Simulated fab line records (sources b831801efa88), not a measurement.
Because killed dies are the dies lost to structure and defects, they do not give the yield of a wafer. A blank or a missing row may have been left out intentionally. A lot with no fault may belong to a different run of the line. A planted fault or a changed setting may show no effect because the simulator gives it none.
One fault seen from 2 desks -- flow sky130 -- numbers are kept per desk, each desk with only its own; the story behind them comes last

== DESK OF THE TOOL OWNER: plasma_asher-04 ==
The tool's own readings at SKY_LDD_P_STRIP_10 (strips in O2/N2): means of the sampled wafers that have a number, for each lot that ran on this tool. Marked OUT: a lot whose mean sits more than 4 standard deviations from the usual mean, which makes it out of limits; the brackets give that distance.
Columns: A = drypump_motor_current_A at SKY_LDD_P_STRIP_10, usual 5.9 A; B = o2_flow_sccm at SKY_LDD_P_STRIP_10, usual 2999 sccm; C = oes_product_au at SKY_LDD_P_STRIP_10, usual 0.716 a.u.; D = strip_time_to_endpoint_s at SKY_LDD_P_STRIP_10, usual 14.17 s
lot,first seen here,A,B,C,D
L302,day 20 16:22,6.1,2995,0.715,14.14
L309,day 23 08:13,6.2,3002,0.717,14.17
L310,day 23 13:30,6.2,2992,0.942 (+54) OUT,-
L321,day 26 22:12,6.1,2996,0.716,14.12
This desk's finding: out of limits on L310; first on L310, day 23 13:30 (oes_product_au at SKY_LDD_P_STRIP_10). L302, L309, L321: within limits.

== THE METROLOGY DESK ==
What the gauges read for every lot (on any tool): the sampled wafers with a number, averaged. Marked OUT: a lot whose mean sits more than 4 standard deviations from the usual mean, which makes it out of limits; the brackets give that distance.
Columns: A = SONOS_TUNNEL_TW at SKY_SONOS_TUNNEL_TW_MEAS_12, usual 199; B = LDD_HVN_TW at SKY_LDD_HVN_TW_MEAS_10, usual 1432; C = LI_CONTACT_OVL at SKY_LI_CONTACT_OVL_MEAS_13, usual -2 nm; D = METAL1_OVL at SKY_METAL1_OVL_MEAS_16, usual 3 nm
lot,first seen here,A,B,C,D
L300,day 12 03:44,202,1427,4,9
L301,day 12 08:46,198,1433,-6,-1
L302,day 12 18:19,197,1435,-8,2
L304,day 13 11:29,193,1418,6,8
L306,day 14 01:16,199,1444,-2,-2
L308,day 14 22:40,199,1460,-3,-2
L309,day 15 03:16,203,1431,-8,-2
L310,day 15 08:17,203,30 (-99 or more) OUT,-,-
L311,day 15 15:47,195,1433,-3,7
L314,day 16 14:16,199,1423,-0,8
L321,day 18 20:24,199,1445,2,3
Finding of this desk: L310 out of limits, first seen on L310 at day 24 19:37 (LDD_HVN_TW at SKY_LDD_HVN_TW_MEAS_10). L300, L301, L302, L304, L306, L308, L309, L311, L314, L321: within limits.

== BROUGHT TOGETHER ==
The tool owner's desk could have raised an alarm at day 23 13:30, on L310.
At day 24 19:37 the metrology desk could have sounded an alarm, on L310.
The lots listed all ran SKY_LDD_P_STRIP_10 on plasma_asher-04.

== WHAT THE SIMULATOR HAD PUT IN ==
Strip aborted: plasma_asher-04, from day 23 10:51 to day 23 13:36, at SKY_LDD_P_STRIP_10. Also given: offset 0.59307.
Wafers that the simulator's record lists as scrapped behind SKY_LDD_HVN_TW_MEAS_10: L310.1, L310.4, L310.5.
Struck lots among those shown: L310.
Counting hours from when the fault started, the first reading out of limits came at 3 for the tool owner's desk and at 33 for the metrology desk.
